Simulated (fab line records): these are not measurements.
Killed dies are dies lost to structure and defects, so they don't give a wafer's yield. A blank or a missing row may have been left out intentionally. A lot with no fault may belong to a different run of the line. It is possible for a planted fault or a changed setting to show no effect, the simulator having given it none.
Which tool did it? | flow gf180mcu | Sampling: 13 lots, 39 wafers, 4 of 602 route steps

== WHAT THE GAUGES READ, wafer by wafer ==
GF_V5_BOW_MEAS_05.
lot  | measured     | on            | V5_BOW (um)
L432 | day 26 17:35 | film metro-03 | 135 127 121
L434 | day 27 05:25 | film metro-03 | 124 117 122
L435 | day 27 13:04 | film metro-01 | 123 120 125
L436 | day 28 06:32 | film metro-04 | 132 135 127
L437 | day 28 08:08 | film metro-01 | 132 135 132
L438 | day 28 13:37 | film metro-01 | 111 113 115
L439 | day 28 17:01 | film metro-01 | 130 130 137
L441 | day 29 11:54 | film metro-03 | 128 142 120
L442 | day 29 17:20 | film metro-03 | 140 135 136
L450 | day 32 06:44 | film metro-01 | 130 126 131
L451 | day 32 09:07 | film metro-04 | 134 136 139
L453 | day 32 17:23 | film metro-03 | 146 136 134
L454 | day 32 22:20 | film metro-03 | 138 137 131

GF_TOP_METAL_RS_MEAS_05: measures by four-point-probe.
lot  | measured     | on            | TOP_METAL_ALCU_RS (ohm/sq)
L432 | day 27 16:01 | film metro-03 | 0.0328 0.0327 0.0328
L434 | day 28 02:58 | film metro-03 | 0.0325 0.0321 0.0327
L435 | day 28 10:46 | film metro-03 | 0.0326 0.0324 0.0325
L436 | day 29 03:32 | film metro-04 | 0.0341 0.0337 0.0333
L437 | day 29 05:35 | film metro-03 | 0.0319 0.0326 0.0321
L438 | day 29 11:27 | film metro-04 | 0.0331 0.0328 0.0327
L439 | day 29 14:19 | film metro-02 | 0.0328 0.0327 0.0326
L441 | day 30 08:11 | film metro-03 | 0.0330 0.0333 0.0328
L442 | day 30 13:44 | film metro-03 | 0.0334 0.0338 0.0332
L450 | day 33 01:17 | film metro-04 | 0.0329 0.0327 0.0324
L451 | day 33 03:02 | film metro-03 | 0.0335 0.0330 0.0335
L453 | day 33 11:44 | film metro-02 | 0.0332 0.0329 0.0323
L454 | day 33 16:01 | film metro-02 | 0.0327 0.0329 0.0328

== EACH LOT AND THE TOOL THAT RAN IT (in order: tool; ch and the chambers of the sampled wafers; start) ==
lot  | GF_M1_SPUTTER_04             | GF_TOP_METAL_SPUTTER_01
L432 | pvd sputter-04, day 16 15:04 | pvd sputter-01, day 27 15:51
L434 | pvd sputter-01, day 17 04:42 | pvd sputter-01, day 28 02:49
L435 | pvd sputter-01, day 17 10:29 | pvd sputter-02, day 28 10:37
L436 | pvd sputter-04, day 18 05:34 | pvd sputter-03, day 29 03:23
L437 | pvd sputter-01, day 18 06:05 | pvd sputter-01, day 29 05:27
L438 | pvd sputter-01, day 18 15:58 | pvd sputter-02, day 29 11:17
L439 | pvd sputter-01, day 18 21:19 | pvd sputter-03, day 29 14:10
L441 | pvd sputter-04, day 19 18:57 | pvd sputter-01, day 30 08:04
L442 | pvd sputter-01, day 20 03:44 | pvd sputter-03, day 30 13:35
L450 | pvd sputter-01, day 23 12:16 | pvd sputter-02, day 33 01:08
L451 | pvd sputter-04, day 23 13:46 | pvd sputter-01, day 33 02:52
L453 | pvd sputter-04, day 24 01:27 | pvd sputter-01, day 33 11:36
L454 | pvd sputter-04, day 24 07:15 | pvd sputter-02, day 33 15:52
- GF_M1_SPUTTER_04: material TiN, target thk 50 nm, time 41.7 s.
- GF_TOP_METAL_SPUTTER_01: material TiN, target thk 30 nm, time 25 s.

== WHAT THE TOOLS THEMSELVES READ (means of the sampled wafers that have a number; where no wafer has one, the mark that the record gives instead) ==
GF_M1_SPUTTER_04.
lot  | tool           | throttle valve pct (%)
L432 | pvd sputter-04 | 31.1
L434 | pvd sputter-01 | 31.0
L435 | pvd sputter-01 | 30.6
L436 | pvd sputter-04 | 30.6
L437 | pvd sputter-01 | 30.6
L438 | pvd sputter-01 | 30.3
L439 | pvd sputter-01 | 31.2
L441 | pvd sputter-04 | 31.1
L442 | pvd sputter-01 | 30.3
L450 | pvd sputter-01 | 31.4
L451 | pvd sputter-04 | 31.1
L453 | pvd sputter-04 | 30.8
L454 | pvd sputter-04 | 30.9

GF_TOP_METAL_SPUTTER_01.
lot  | tool           | throttle valve pct (%)
L432 | pvd sputter-01 | 30.1
L434 | pvd sputter-01 | 30.9
L435 | pvd sputter-02 | 29.8
L436 | pvd sputter-03 | 30.5
L437 | pvd sputter-01 | 31.2
L438 | pvd sputter-02 | 30.0
L439 | pvd sputter-03 | 31.0
L441 | pvd sputter-01 | 30.2
L442 | pvd sputter-03 | 29.9
L450 | pvd sputter-02 | 29.6
L451 | pvd sputter-01 | 30.5
L453 | pvd sputter-01 | 31.1
L454 | pvd sputter-02 | 30.1

== THE ANSWER, worked out from the rows above alone ==
Rule: what is usual is taken from the lots themselves. Put in order of their means at a reading, lots are off if they are a third of the lots or fewer, leave a main group of 4 or more, and stand apart from it by a gap of 3 or more times the standard deviation of the main group's means; of several such gaps the widest counts. The tables above print the reading to a certain number of digits; a main group whose means all agree to those digits is not used. A lot without any number at a reading at which 4 lots or more have one is off too. Any other lot the step has rows for is counted as sound. After the gauges, taken in route order, come the tools' own readings; for these a lot's mean is taken, as printed above. The first step at which some lot is off is used, and at that step the reading that is off furthest; a lot without a number counts as furthest.
No lot is off at any reading shown: from this, nothing can be told.

== WHAT WAS PUT IN BY THE SIMULATOR ==
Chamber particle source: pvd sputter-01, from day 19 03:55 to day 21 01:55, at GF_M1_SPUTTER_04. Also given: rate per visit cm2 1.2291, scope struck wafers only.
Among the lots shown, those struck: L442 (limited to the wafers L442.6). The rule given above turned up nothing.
